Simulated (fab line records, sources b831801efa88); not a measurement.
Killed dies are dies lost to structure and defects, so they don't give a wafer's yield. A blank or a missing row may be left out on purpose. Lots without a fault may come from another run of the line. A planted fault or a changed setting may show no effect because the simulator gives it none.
Which tool did it? | flow sky130 | 12 lots, 33 wafers sampled, at 1 step of a route of 708

WHAT THE GAUGES READ, wafer by wafer
SKY_LDD_LDN_OVL_MEAS_07.
lot  | measured     | on         | LDD_LDN_OVL (nm)
L247 | day 23 13:19 | overlay-02 | 1.2 -0.6 1.7
L248 | day 23 21:05 | overlay-01 | 1.6 2.4 2.9
L249 | day 24 08:59 | overlay-02 | 1.1 1.0 1.4
L250 | day 24 18:07 | overlay-01 | 0.8 0.0 1.5
L253 | day 25 12:02 | overlay-01 | 3.1 1.8 3.6
L254 | day 26 02:31 | overlay-02 | 1.4 0.9 1.5
L255 | day 26 13:56 | overlay-01 | 0.9 -1.8 -2.1
L259 | day 28 00:22 | overlay-01 | 1.4 1.3
L260 | day 28 07:51 | overlay-02 | 1.3 -0.9
L261 | day 29 17:38 | overlay-02 | 0.3 -0.1
L267 | day 30 17:05 | overlay-01 | 0.3 0.0 0.0
L268 | day 31 03:44 | overlay-01 | 0.6 1.4 1.7

WHICH TOOL RAN EACH LOT (tool, then ch and the chambers of the sampled wafers, then the start)
The record holds no process step before these readings.

WHAT THE TOOLS THEMSELVES READ (means of the sampled wafers that have a number; where no wafer has one, the mark that the record gives instead)
The record holds no such reading with a usual standard deviation.

THE ANSWER, worked out from the rows above alone
Rule: what is usual is taken from the lots themselves. Put in order of their means at a reading, lots are off if they are a third of the lots or fewer, leave a main group of 4 or more, and stand apart from it by a gap of 3 or more times the standard deviation of the main group's means; of several such gaps the widest counts. A main group whose means are all the same, to the digits that the tables above print for the reading, isn't used. A lot without any number at a reading at which 4 lots or more have one is off too. The other lots that the step has rows for count as sound. The gauges are gone through in route order, then the tools' own readings, and for those a lot's mean is taken as printed above. The first step at which some lot is off is used, and at that step the reading that is off furthest; a lot without a number counts as furthest.
No lot is off at any reading shown: from this, nothing can be told.

WHAT THE SIMULATOR HAD PUT IN
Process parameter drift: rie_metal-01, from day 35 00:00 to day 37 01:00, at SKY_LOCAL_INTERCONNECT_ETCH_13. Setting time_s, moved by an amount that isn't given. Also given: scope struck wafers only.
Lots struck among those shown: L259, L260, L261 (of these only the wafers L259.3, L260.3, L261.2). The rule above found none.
